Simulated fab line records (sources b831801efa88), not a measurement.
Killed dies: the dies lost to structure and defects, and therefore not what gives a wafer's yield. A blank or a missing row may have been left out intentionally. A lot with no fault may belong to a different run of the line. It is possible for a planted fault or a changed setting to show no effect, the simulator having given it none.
Chamber matching | flow gf180mcu | GF_V4_CMP_04 on cmp-02: 4 sister chambers
The step polishes SiO2. 8 wafers are shown with their chamber, then 7 later ones without.

== WAFERS PAIRED WITH THEIR CHAMBERS ==
wafer  | chamber | motor-current-A (A) | time-to-endpoint-s (s)
L199.4 | 1       | 13.9                | 74
L201.1 | 3       | 11.8                | 76
L201.5 | 0       | 13.2                | 82
L200.2 | 1       | 13.5                | 73
L203.1 | 3       | 12.8                | 76
L203.6 | 2       | 11.3                | 93
L216.1 | 0       | 12.8                | 90
L216.2 | 2       | 11.1                | 75

== WAFERS WITHOUT THEIR CHAMBER ==
wafer  | motor-current-A (A) | time-to-endpoint-s (s)
L216.3 | 14.1                | 77
L219.1 | 11.0                | 75
L219.2 | 12.8                | 79
L219.6 | 11.1                | 85
L220.1 | 13.2                | 82
L220.2 | 12.8                | 84
L220.4 | 11.1                | 84

== EACH ONE'S CHAMBER ==
wafer  | from the rows above          | in truth
L216.3 | can't be placed: 1 or 0      | 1
L219.1 | can't be placed: 2 or 3      | 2
L219.2 | can't be placed: 0 or 3 or 1 | 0
L219.6 | 2                            | 2
L220.1 | can't be placed: 0 or 1 or 3 | 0
L220.2 | can't be placed: 0 or 3      | 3
L220.4 | 2                            | 2
2 of 7 placed correctly. Cannot be placed on the basis of these rows: 5; the candidates contain the true chamber in 5. Number placed wrongly: 0.
How it was worked out, from the rows above alone: a wafer's distance from a chamber is the root of the sum, over the readings, of the square of ((its reading less the chamber's mean) divided by the reading's scatter). If the next closest chamber is less than 2 further off than the closest, the wafer can't be placed; otherwise it belongs to the closest. The mean given for a chamber averages the wafers shown for that chamber. The scatter: take each reading less its chamber's mean, square it, sum over the shown wafers, divide by the number of wafers less the number of chambers, and take the root.
